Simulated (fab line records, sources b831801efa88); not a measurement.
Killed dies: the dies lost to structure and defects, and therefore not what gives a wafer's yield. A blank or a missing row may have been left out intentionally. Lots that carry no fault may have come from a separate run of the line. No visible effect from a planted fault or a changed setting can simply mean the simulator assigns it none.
Struck lot and sound lot, side by side | flow sky130 | 15 out of 708 route steps
Sound: these wafers, L722.2, L722.4, L722.5. Struck: wafers L729.1, L729.5, L729.6. Last of all comes the cause.
For every step that has rows: the tool of each side, followed by ch and its chambers, followed by its first start. Under that, the readings that differ: sound wafers | struck wafers | difference of the means | sigmas: that difference in standard deviations of wafers without a fault.
alike: a reading whose means differ by less than 2 such deviations, as well as words and numbers matching on both sides. not compared: withheld readings; readings where some wafer has no value; bounds like >300 that might hide an equal value; numbers whose values overlap and for which the record gives no deviation.
The two part at a step that has a row with sigmas, a row that says differs or no value, or rows on one side only. When numbers do not overlap yet have no deviation, they are printed without sigmas and do not part them. A reading that every wafer of one side lacks parts them only if that side has two wafers or more.

SKY_CAPM_SPUTTER_02: material TiN, target thk 200 nm, time 166.7 s.
  struck on pvd-sputter-02, day 39 12:05; sound on pvd-sputter-02, day 37 08:26
  alike: throttle-valve-pct
SKY_CAPM_RS_MEAS_03: a four-point-probe measurement.
  struck on film-metro-01, day 39 12:11; sound on film-metro-01, day 37 08:34
  alike: CAPM_TIN_RS
SKY_CAPM_THK_MEAS_04: measures by xrf.
  struck on film-metro-01, day 39 12:19; sound on film-metro-01, day 37 08:41
  alike: CAPM_TIN_THK
then, 7 steps without rows for these wafers: SKY_CAPM_DEHYDRATE_05 (time 60 s); SKY_CAPM_HMDS_06 (prime time 60 s); SKY_CAPM_COAT_07 (resist thk 1140 nm); SKY_CAPM_SOFTBAKE_08 (time 60 s); SKY_CAPM_EXPOSE_09 (exposes mask CAPM, target cd 1000 nm); SKY_CAPM_PEB_10; SKY_CAPM_DEVELOP_11 (develop time 60 s).
SKY_CAPM_OVL_MEAS_12:
  struck on overlay-01, day 40 11:30; sound on overlay-02, day 38 09:17
  alike: CAPM_OVL
SKY_CAPM_METAL_ETCH_13: etches TiN in Cl2/BCl3, stops on SiO2, target depth 220 nm, time 62.9 s.
  sound on rie-metal-01 ch 0,1, day 38 09:19; struck on rie-metal-03 ch 0,1, day 40 11:32
  alike: bias-w, drypump-motor-current-A, mfc-cl2-sccm, oes-product-au, throttle-valve-pct
  not compared: rf-hours-counter-h
SKY_CAPM_STRIP_14: strips in O2/N2.
  sound on plasma-asher-01 ch 0,1, day 38 09:23; struck on plasma-asher-01 ch 0,1, day 40 11:37
  reading             | sound             | struck            | difference | sigmas
  n2-flow-sccm (sccm) | 300.6 299.9 299.8 | 360.7 360.7 360.9 | +60.7      | +67
  alike: drypump-motor-current-A, oes-product-au, strip-time-to-endpoint-s
  not compared: rf-hours-counter-h
then, 1 step without rows for these wafers: SKY_CAPM_STRIP_15 (strips in post etch residue remover, time 1200 s).
-- the record jumps here: 8 days lie between the struck wafers' starts before and after (it left off in module CAPM and takes up again in module PAD_OPEN, whose first step shown is number 708 of the route) --
SKY_PAD_OPEN_PROBE_99:
  struck on prober-01, day 48 04:54; sound on prober-02, day 46 10:53
  reading         | sound | struck | difference | sigmas
  killed_at_M4_up | 1 5 1 | 7 7 4  | +4         | +2
  alike: defect-limited-yield, killed_at_M0_to_M3, killed-at-contacts, killed-at-front-end, killed-at-other, killed-dies, killed-open, killed-short, sort_bin_3_pad_short, sort_bin_5_function, sort_bin_6_memory, sort-n-pass, sort-yield-pct

== WHERE THEY PART ==
At SKY_CAPM_STRIP_14 first; at SKY_PAD_OPEN_PROBE_99 last (within this record only).

WHY: what the simulator had put in
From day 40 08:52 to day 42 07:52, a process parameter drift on plasma-asher-01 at SKY_CAPM_STRIP_14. Setting n2-flow-sccm shifted by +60 from 300. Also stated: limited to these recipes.
